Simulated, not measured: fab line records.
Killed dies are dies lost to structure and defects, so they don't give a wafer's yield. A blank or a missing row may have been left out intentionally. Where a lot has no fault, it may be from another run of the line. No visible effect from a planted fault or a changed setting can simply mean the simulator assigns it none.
Chamber matching + flow gf180mcu + GF_STI_ETCH_14 on rie si-02 has 4 sister chambers
The step etches Si in HBr/Cl2/O2, target depth 360 nm, time 102.9 s. 4 wafers are shown with their chamber, then 11 later ones without.

== WAFERS WITH THEIR CHAMBER ==
| wafer  | chamber | drypump motor current A (A) |
|--------|---------|-----------------------------|
| L596.6 | 1       | 5.5                         |
| L602.5 | 0       | 5.6                         |
| L603.6 | 3       | 5.1                         |
| L604.1 | 2       | 5.8                         |

== WAFERS WHOSE CHAMBER IS MISSING ==
| wafer  | drypump motor current A (A) |
|--------|-----------------------------|
| L604.4 | 5.5                         |
| L604.5 | 5.8                         |
| L605.1 | 5.1                         |
| L605.5 | 5.8                         |
| L605.6 | 5.1                         |
| L606.1 | 5.5                         |
| L606.3 | 5.7                         |
| L606.5 | 5.5                         |
| L607.2 | 5.8                         |
| L607.4 | 5.5                         |
| L607.5 | 5.1                         |

== EACH ONE'S CHAMBER ==
| wafer  | from the rows above     | in truth |
|--------|-------------------------|----------|
| L604.4 | 1                       | 1        |
| L604.5 | 2                       | 2        |
| L605.1 | 3                       | 3        |
| L605.5 | 2                       | 2        |
| L605.6 | 3                       | 3        |
| L606.1 | 1                       | 1        |
| L606.3 | can't be placed: 2 or 0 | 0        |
| L606.5 | 1                       | 1        |
| L607.2 | 2                       | 2        |
| L607.4 | 1                       | 1        |
| L607.5 | 3                       | 3        |
Placed correctly: 10 of 11. Can't be placed from these rows: 1 (the true chamber is among the candidates in 1). Wrongly placed: 0.
How it was worked out, from the rows above alone: a wafer's distance from a chamber is the root of the sum, over the readings, of the square of ((its reading less the chamber's mean) divided by the reading's scatter). The wafer belongs to the nearest chamber; if the next one is less than 2 further off, it can't be placed. Each chamber's mean is taken over the wafers shown for it. The scatter: with one shown wafer a chamber, the root of the mean of the squares of how far each hidden wafer lies from its nearest shown one.
